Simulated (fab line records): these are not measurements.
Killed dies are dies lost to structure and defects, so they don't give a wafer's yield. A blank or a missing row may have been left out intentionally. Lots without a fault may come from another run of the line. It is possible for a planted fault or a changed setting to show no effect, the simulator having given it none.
Which tool was responsible? :: flow gf180mcu :: 21 wafers from 7 lots sampled at 3 of the route's 602 steps

== WHAT EACH GAUGE READ, for each wafer ==
GF_DUAL_GATE_OVL_MEAS_11.
lot: L946
measured: day 8 19:58
on: overlay-02
DUAL_GATE_OVL (nm): -1.8 -1.5 0.1

lot: L949
measured: day 9 14:17
on: overlay-01
DUAL_GATE_OVL (nm): 1.6 0.8 2.0

lot: L957
measured: day 11 17:49
on: overlay-01
DUAL_GATE_OVL (nm): 0.6 0.0 -0.6

lot: L963
measured: day 13 14:27
on: overlay-01
DUAL_GATE_OVL (nm): 0.0 1.0 -0.1

lot: L965
measured: day 14 02:38
on: overlay-02
DUAL_GATE_OVL (nm): 1.8 2.9 1.8

lot: L968
measured: day 14 23:58
on: overlay-02
DUAL_GATE_OVL (nm): 0.0 -1.0 1.1

== EACH LOT AND THE TOOL THAT RAN IT (in order: tool; ch and the chambers of the sampled wafers; start) ==
lot: L946
GF_VT_IMPLANT_STRIP_42: plasma_asher-03 ch 0,1, day 8 00:44
GF_DUAL_GATE_OXIDATION_02: furnace-01 ch 0, day 8 01:43

lot: L949
GF_VT_IMPLANT_STRIP_42: plasma_asher-03 ch 0,1, day 8 18:30
GF_DUAL_GATE_OXIDATION_02: furnace-01 ch 0, day 8 20:22

lot: L954
GF_VT_IMPLANT_STRIP_42: plasma_asher-04 ch 0,1, day 10 04:47
GF_DUAL_GATE_OXIDATION_02: furnace-01, day 10 05:46

lot: L957
GF_VT_IMPLANT_STRIP_42: plasma_asher-02 ch 1, day 10 20:46
GF_DUAL_GATE_OXIDATION_02: furnace-02 ch 0, day 10 21:53

lot: L963
GF_VT_IMPLANT_STRIP_42: plasma_asher-03 ch 0,1, day 12 15:37
GF_DUAL_GATE_OXIDATION_02: furnace-01 ch 0, day 12 17:08

lot: L965
GF_VT_IMPLANT_STRIP_42: plasma_asher-04 ch 0,1, day 13 04:08
GF_DUAL_GATE_OXIDATION_02: furnace-02 ch 0, day 13 05:05

lot: L968
GF_VT_IMPLANT_STRIP_42: plasma_asher-02 ch 0,1, day 14 00:34
GF_DUAL_GATE_OXIDATION_02: furnace-02 ch 0, day 14 01:33
- GF_VT_IMPLANT_STRIP_42: strips in O2/N2.
- GF_DUAL_GATE_OXIDATION_02: stabilise 600 s, purge 300 s, target thk 10.887 nm.

== THE ANSWER, worked out from the rows above alone ==
Rule: usual is defined by the lots themselves. Put in order of their means at a reading, lots are off if they are a third of the lots or fewer, leave a main group of 4 or more, and stand apart from it by a gap of 3 or more times the standard deviation of the main group's means; of several such gaps the widest counts. The tables above print the reading to a certain number of digits; a main group whose means all agree to those digits is not used. A lot without any number at a reading at which 4 lots or more have one is off too. Any other lot the step has rows for is counted as sound.
Across all readings shown, no lot is off: no conclusion can be drawn from this.

== WHAT THE SIMULATOR HAD PUT IN ==
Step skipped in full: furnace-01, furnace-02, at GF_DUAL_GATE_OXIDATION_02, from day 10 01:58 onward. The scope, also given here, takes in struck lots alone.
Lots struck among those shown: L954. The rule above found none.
